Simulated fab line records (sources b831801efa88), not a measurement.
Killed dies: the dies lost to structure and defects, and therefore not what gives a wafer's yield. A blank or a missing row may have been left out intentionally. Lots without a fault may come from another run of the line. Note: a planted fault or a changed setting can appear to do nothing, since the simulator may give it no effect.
Which tool is to blame? | flow sky130 | 24 lots, 72 wafers sampled, at 6 steps of a route of 708

== WHAT THE GAUGES READ, wafer by wafer ==
SKY_METAL2_OVL_MEAS_16.
lot  | measured     | on         | METAL2_OVL (nm)
L074 | day 34 22:19 | overlay-01 | 4 2 0
L075 | day 35 15:27 | overlay-01 | 0 -3 -7
L076 | day 35 18:54 | overlay-01 | 9 8 12
L077 | day 36 00:23 | overlay-01 | 0 1 2
L078 | day 36 08:14 | overlay-02 | -8 -4 -6
L079 | day 36 19:48 | overlay-02 | 8 8 8
L080 | day 37 00:12 | overlay-02 | -4 -3 -2
L081 | day 37 15:20 | overlay-02 | 0 -5 -3
L082 | day 37 21:39 | overlay-01 | -6 -4 -11
L083 | day 38 08:41 | overlay-01 | -2 -4 6
L084 | day 38 09:58 | overlay-01 | -5 3 -4
L085 | day 38 21:09 | overlay-02 | 2 4 5
L086 | day 38 20:27 | overlay-02 | 2 6 3
L087 | day 39 07:50 | overlay-01 | 15 6 12
L088 | day 39 14:13 | overlay-02 | 2 1 7
L089 | day 40 04:24 | overlay-02 | 11 3 8
L090 | day 40 05:47 | overlay-02 | -3 6 6
L091 | day 40 19:17 | overlay-02 | 2 2 4
L093 | day 40 22:29 | overlay-02 | 0 -2 1
L092 | day 40 21:33 | overlay-02 | 3 10 7
L094 | day 42 02:22 | overlay-01 | 2 -5 -3
L095 | day 42 20:08 | overlay-01 | -2 -4 -4
L097 | day 42 12:53 | overlay-02 | 8 5 8
L096 | day 42 15:59 | overlay-02 | 0 6 6

== WHICH TOOL RAN EACH LOT (tool, then ch and the chambers of the sampled wafers, then the start) ==
lot  | SKY_FIELD_ISO_CMP_27         | SKY_LOCAL_INTERCONNECT_STRIP_15      | SKY_CONTACT_CMP_04            | SKY_METAL1_DESCUM_17              | SKY_VIA1_CMP_02
L074 | cmp-02 ch 0,1,2, day 2 10:52 | plasma_asher-01 ch 0,1, day 30 03:31 | cmp-01 ch 1,2,3, day 30 04:28 | rie_metal-02 ch 1, day 32 13:17   | cmp-02 ch 0,3, day 32 14:30
L075 | cmp-02 ch 0,1,3, day 2 18:26 | plasma_asher-03 ch 0,1, day 30 22:44 | cmp-01 ch 1,3, day 30 23:36   | rie_metal-04 ch 0,1, day 33 07:43 | cmp-02 ch 0,2, day 33 08:40
L076 | cmp-01 ch 0,1,2, day 2 21:16 | plasma_asher-02 ch 0,1, day 31 02:31 | cmp-01 ch 0,1,2, day 31 03:21 | rie_metal-03 ch 0,1, day 33 11:34 | cmp-01 ch 0,1,2, day 33 12:37
L077 | cmp-01 ch 1,2,3, day 3 02:43 | plasma_asher-01 ch 0,1, day 31 07:26 | cmp-02 ch 0,1,3, day 31 08:21 | rie_metal-03 ch 0,1, day 33 16:34 | cmp-02 ch 1,2,3, day 33 17:44
L078 | cmp-01 ch 0,1,2, day 3 10:01 | plasma_asher-01 ch 0,1, day 31 16:12 | cmp-02 ch 1,2,3, day 31 17:03 | rie_metal-02 ch 0,1, day 34 00:40 | cmp-01 ch 0,2,3, day 34 02:05
L079 | cmp-02 ch 1,2,3, day 3 12:43 | plasma_asher-02 ch 0,1, day 32 03:51 | cmp-01 ch 0,2,3, day 32 04:58 | rie_metal-03 ch 0,1, day 34 13:11 | cmp-01 ch 0,1,3, day 34 14:11
L080 | cmp-01 ch 1,3, day 3 18:26   | plasma_asher-02 ch 0,1, day 32 08:41 | cmp-01 ch 2,3, day 32 09:28   | rie_metal-02 ch 0,1, day 34 17:44 | cmp-01 ch 1,2,3, day 34 18:45
L081 | cmp-02 ch 0,3, day 4 01:41   | plasma_asher-02 ch 0,1, day 33 00:07 | cmp-02 ch 0,1,3, day 33 01:01 | rie_metal-03 ch 0,1, day 35 09:22 | cmp-02 ch 0,1, day 35 10:19
L082 | cmp-01 ch 0,1, day 4 06:02   | plasma_asher-03 ch 0,1, day 33 06:36 | cmp-01 ch 0,1, day 33 07:37   | rie_metal-03 ch 0,1, day 35 14:32 | cmp-01 ch 0,3, day 35 15:30
L083 | cmp-01 ch 0,3, day 4 12:44   | plasma_asher-03 ch 0,1, day 33 18:43 | cmp-01 ch 1,3, day 33 19:31   | rie_metal-03 ch 0,1, day 36 02:14 | cmp-01 ch 0,2,3, day 36 03:15
L084 | cmp-01 ch 1,3, day 4 15:11   | plasma_asher-01 ch 0,1, day 33 19:01 | cmp-01 ch 0,2, day 33 19:56   | rie_metal-02 ch 0,1, day 36 02:35 | cmp-01 ch 0,1,2, day 36 03:32
L085 | cmp-01 ch 2,3, day 4 21:45   | plasma_asher-01 ch 1, day 34 08:36   | cmp-02 ch 0,2,3, day 34 09:28 | rie_metal-02 ch 0,1, day 36 15:08 | cmp-01 ch 0,1,3, day 36 16:07
L086 | cmp-02 ch 0,1,3, day 5 01:37 | plasma_asher-02 ch 0,1, day 34 05:47 | cmp-02 ch 0,2, day 34 06:39   | rie_metal-03 ch 0,1, day 36 13:49 | cmp-02 ch 0,1,3, day 36 14:53
L087 | cmp-02 ch 1,2,3, day 5 05:58 | plasma_asher-01 ch 0,1, day 34 18:48 | cmp-02 ch 0,2,3, day 34 19:40 | rie_metal-03 ch 0,1, day 37 02:01 | cmp-02 ch 0,1,3, day 37 02:59
L088 | cmp-02 ch 0,1, day 5 15:36   | plasma_asher-02 ch 0,1, day 35 01:52 | cmp-02 ch 0,2,3, day 35 02:47 | rie_metal-04 ch 0,1, day 37 08:01 | cmp-02 ch 1,2,3, day 37 09:09
L089 | cmp-01 ch 0,1,2, day 5 19:02 | plasma_asher-03 ch 0,1, day 35 15:57 | cmp-01 ch 0,2, day 35 16:50   | rie_metal-02 ch 0,1, day 37 22:31 | cmp-02 ch 0,1,2, day 37 23:31
L090 | cmp-02 ch 0,1,2, day 5 20:32 | plasma_asher-01 ch 0,1, day 35 17:10 | cmp-02 ch 0,2, day 35 18:01   | rie_metal-04 ch 0,1, day 38 00:26 | cmp-02 ch 1,3, day 38 01:32
L091 | cmp-02 ch 0,1,2, day 6 11:41 | plasma_asher-02 ch 0,1, day 36 08:53 | cmp-02 ch 1,2, day 36 09:44   | rie_metal-02 ch 0,1, day 38 14:52 | cmp-02 ch 1,3, day 38 15:54
L093 | cmp-02 ch 0,2, day 6 15:56   | plasma_asher-01 ch 0,1, day 36 12:22 | cmp-01 ch 2,3, day 36 13:20   | rie_metal-02 ch 0, day 38 18:07   | cmp-02 ch 1,2, day 38 19:06
L092 | cmp-01 ch 1,2,3, day 6 16:02 | plasma_asher-01 ch 0,1, day 36 10:12 | cmp-01 ch 0,1,3, day 36 11:04 | rie_metal-04 ch 0,1, day 38 15:58 | cmp-02 ch 0,3, day 38 17:01
L094 | cmp-01 ch 1,3, day 7 03:05   | plasma_asher-01 ch 0,1, day 37 17:16 | cmp-01 ch 0,1,3, day 37 18:11 | rie_metal-02 ch 0, day 39 23:29   | cmp-02 ch 0,1, day 40 00:31
L095 | cmp-02 ch 0,2,3, day 7 16:50 | plasma_asher-01 ch 0,1, day 38 09:46 | cmp-02 ch 0,1, day 38 11:16   | rie_metal-03 ch 0,1, day 40 15:55 | cmp-02 ch 2,3, day 40 16:55
L097 | cmp-01 ch 2,3, day 7 17:05   | plasma_asher-01 ch 0,1, day 38 04:13 | cmp-02 ch 0,3, day 38 05:10   | rie_metal-04 ch 0, day 40 10:27   | cmp-02 ch 0,1,3, day 40 11:42
L096 | cmp-02 ch 0,2, day 7 17:11   | plasma_asher-02 ch 0,1, day 38 08:00 | cmp-02 ch 2,3, day 38 08:53   | rie_metal-03 ch 0,1, day 40 12:43 | cmp-01 ch 0,2,3, day 40 13:46
- SKY_FIELD_ISO_CMP_27: polishes, stops on Si3N4, t overpolish 16 s, target thk 457.8 nm.
- SKY_LOCAL_INTERCONNECT_STRIP_15: strips in O2/N2.
- SKY_CONTACT_CMP_04: polishes SiO2.
- SKY_METAL1_DESCUM_17: chemistry O2, time 8 s.
- SKY_VIA1_CMP_02: polishes SiO2.

== WHAT THE TOOLS THEMSELVES READ (means of the sampled wafers that have a number; where no wafer has one, the mark that the record gives instead) ==
SKY_FIELD_ISO_CMP_27.
lot  | tool   | motor_current_A (A) | overpolish_run_s (s) | time_to_endpoint_s (s)
L074 | cmp-02 | 12.3                | 15.994               | 114
L075 | cmp-02 | 11.3                | 16.010               | 113
L076 | cmp-01 | 12.6                | 16.006               | 106
L077 | cmp-01 | 11.8                | 16.004               | 105
L078 | cmp-01 | 13.0                | 16.001               | 107
L079 | cmp-02 | 11.3                | 16.002               | 115
L080 | cmp-01 | 11.3                | 15.992               | 106
L081 | cmp-02 | 11.9                | 15.998               | 113
L082 | cmp-01 | 14.5                | 16.002               | 109
L083 | cmp-01 | 11.3                | 16.001               | 116
L084 | cmp-01 | 11.9                | 15.994               | 107
L085 | cmp-01 | 10.5                | 15.997               | 112
L086 | cmp-02 | 11.3                | 15.994               | 110
L087 | cmp-02 | 11.5                | 16.008               | 111
L088 | cmp-02 | 11.7                | 16.001               | 114
L089 | cmp-01 | 13.0                | 16.001               | 107
L090 | cmp-02 | 12.5                | 15.999               | 111
L091 | cmp-02 | 11.8                | 16.001               | 111
L093 | cmp-02 | 12.5                | 15.996               | 110
L092 | cmp-01 | 11.5                | 15.999               | 106
L094 | cmp-01 | 11.0                | 15.999               | 112
L095 | cmp-02 | 12.0                | 16.003               | 112
L097 | cmp-01 | 10.7                | 15.994               | 110
L096 | cmp-02 | 12.7                | 16.001               | 113

SKY_LOCAL_INTERCONNECT_STRIP_15.
lot  | tool            | drypump_motor_current_A (A) | oes_product_au (a.u.) | strip_time_to_endpoint_s (s)
L074 | plasma_asher-01 | 5.5                         | 0.425                 | 4.68
L075 | plasma_asher-03 | 5.8                         | 0.422                 | 4.67
L076 | plasma_asher-02 | 5.7                         | 0.426                 | 4.76
L077 | plasma_asher-01 | 5.6                         | 0.427                 | 4.69
L078 | plasma_asher-01 | 5.5                         | 0.425                 | 4.68
L079 | plasma_asher-02 | 5.9                         | 0.427                 | 4.73
L080 | plasma_asher-02 | 5.7                         | 0.424                 | 4.70
L081 | plasma_asher-02 | 5.7                         | 0.427                 | 4.70
L082 | plasma_asher-03 | 6.0                         | 0.423                 | 4.73
L083 | plasma_asher-03 | 6.0                         | 0.430                 | 4.74
L084 | plasma_asher-01 | 5.6                         | 0.421                 | 4.70
L085 | plasma_asher-01 | 5.3                         | 0.422                 | 4.72
L086 | plasma_asher-02 | 5.9                         | 0.427                 | 4.68
L087 | plasma_asher-01 | 5.6                         | 0.419                 | 4.67
L088 | plasma_asher-02 | 5.7                         | 0.424                 | 4.69
L089 | plasma_asher-03 | 5.8                         | 0.427                 | 4.71
L090 | plasma_asher-01 | 5.6                         | 0.427                 | 4.78
L091 | plasma_asher-02 | 5.7                         | 0.427                 | 4.72
L093 | plasma_asher-01 | 5.6                         | 0.426                 | 4.68
L092 | plasma_asher-01 | 5.5                         | 0.424                 | 4.70
L094 | plasma_asher-01 | 5.4                         | 0.431                 | 4.77
L095 | plasma_asher-01 | 5.5                         | 0.423                 | 4.69
L097 | plasma_asher-01 | 5.6                         | 0.426                 | 4.73
L096 | plasma_asher-02 | 5.7                         | 0.425                 | 4.73

SKY_CONTACT_CMP_04.
lot  | tool   | motor_current_A (A) | time_to_endpoint_s (s)
L074 | cmp-01 | 11.2                | 81
L075 | cmp-01 | 11.8                | 83
L076 | cmp-01 | 13.3                | 78
L077 | cmp-02 | 11.6                | 83
L078 | cmp-02 | 11.5                | 82
L079 | cmp-01 | 12.3                | 84
L080 | cmp-01 | 10.9                | 88
L081 | cmp-02 | 11.6                | 79
L082 | cmp-01 | 13.3                | 78
L083 | cmp-01 | 11.0                | 81
L084 | cmp-01 | 12.3                | 83
L085 | cmp-02 | 12.1                | 82
L086 | cmp-02 | 12.5                | 91
L087 | cmp-02 | 12.2                | 82
L088 | cmp-02 | 12.1                | 83
L089 | cmp-01 | 14.1                | 80
L090 | cmp-02 | 12.9                | 85
L091 | cmp-02 | 12.3                | 86
L093 | cmp-01 | 10.9                | 88
L092 | cmp-01 | 12.7                | 82
L094 | cmp-01 | 12.8                | 89
L095 | cmp-02 | 11.9                | 87
L097 | cmp-02 | 11.1                | 80
L096 | cmp-02 | 10.9                | 79

SKY_METAL1_DESCUM_17.
lot  | tool         | drypump_motor_current_A (A) | oes_product_au (a.u.)
L074 | rie_metal-02 | 6.11                        | 0.977
L075 | rie_metal-04 | 5.71                        | 1.013
L076 | rie_metal-03 | 5.91                        | 1.026
L077 | rie_metal-03 | 5.92                        | 1.023
L078 | rie_metal-02 | 5.94                        | 0.983
L079 | rie_metal-03 | 5.83                        | 1.032
L080 | rie_metal-02 | 6.03                        | 0.983
L081 | rie_metal-03 | 5.85                        | 1.025
L082 | rie_metal-03 | 5.85                        | 1.023
L083 | rie_metal-03 | 5.85                        | 1.026
L084 | rie_metal-02 | 6.04                        | 0.981
L085 | rie_metal-02 | 5.96                        | 0.996
L086 | rie_metal-03 | 5.87                        | 1.026
L087 | rie_metal-03 | 5.84                        | 1.022
L088 | rie_metal-04 | 5.90                        | 1.019
L089 | rie_metal-02 | 5.95                        | 0.995
L090 | rie_metal-04 | 5.69                        | 1.013
L091 | rie_metal-02 | 6.05                        | 0.995
L093 | rie_metal-02 | 5.90                        | 1.003
L092 | rie_metal-04 | 5.71                        | 1.017
L094 | rie_metal-02 | 5.86                        | 0.996
L095 | rie_metal-03 | 5.91                        | 1.021
L097 | rie_metal-04 | 6.09                        | 1.016
L096 | rie_metal-03 | 5.94                        | 1.027

SKY_VIA1_CMP_02.
lot  | tool   | motor_current_A (A)
L074 | cmp-02 | 10.7
L075 | cmp-02 | 12.9
L076 | cmp-01 | 12.5
L077 | cmp-02 | 11.8
L078 | cmp-01 | 11.8
L079 | cmp-01 | 12.9
L080 | cmp-01 | 11.4
L081 | cmp-02 | 11.7
L082 | cmp-01 | 11.9
L083 | cmp-01 | 12.0
L084 | cmp-01 | 13.1
L085 | cmp-01 | 13.0
L086 | cmp-02 | 11.1
L087 | cmp-02 | 11.5
L088 | cmp-02 | 11.8
L089 | cmp-02 | 12.2
L090 | cmp-02 | 10.7
L091 | cmp-02 | 11.0
L093 | cmp-02 | 11.8
L092 | cmp-02 | 10.8
L094 | cmp-02 | 12.3
L095 | cmp-02 | 12.1
L097 | cmp-02 | 11.5
L096 | cmp-01 | 12.2

== THE ANSWER, worked out from the rows above alone ==
Rule: usual is defined by the lots themselves. The widest of any qualifying gaps counts: lots, ordered by their means at a reading, are off when they make up no more than a third of the lots, leave a main group of 4 or more, and stand apart from it by 3 or more times the standard deviation of that group's means. Not used: any main group whose means are identical at the precision the tables above print for the reading. Also off: a lot with no number at a reading for which 4 or more lots have one. The other lots that the step has rows for count as sound. The gauges are gone through in route order, then the tools' own readings, and for those a lot's mean is taken as printed above. The first step at which some lot is off is used, and at that step the reading that is off furthest; a lot without a number counts as furthest.
Across all readings shown, no lot is off: no conclusion can be drawn from this.

== WHAT THE SIMULATOR HAD PUT IN ==
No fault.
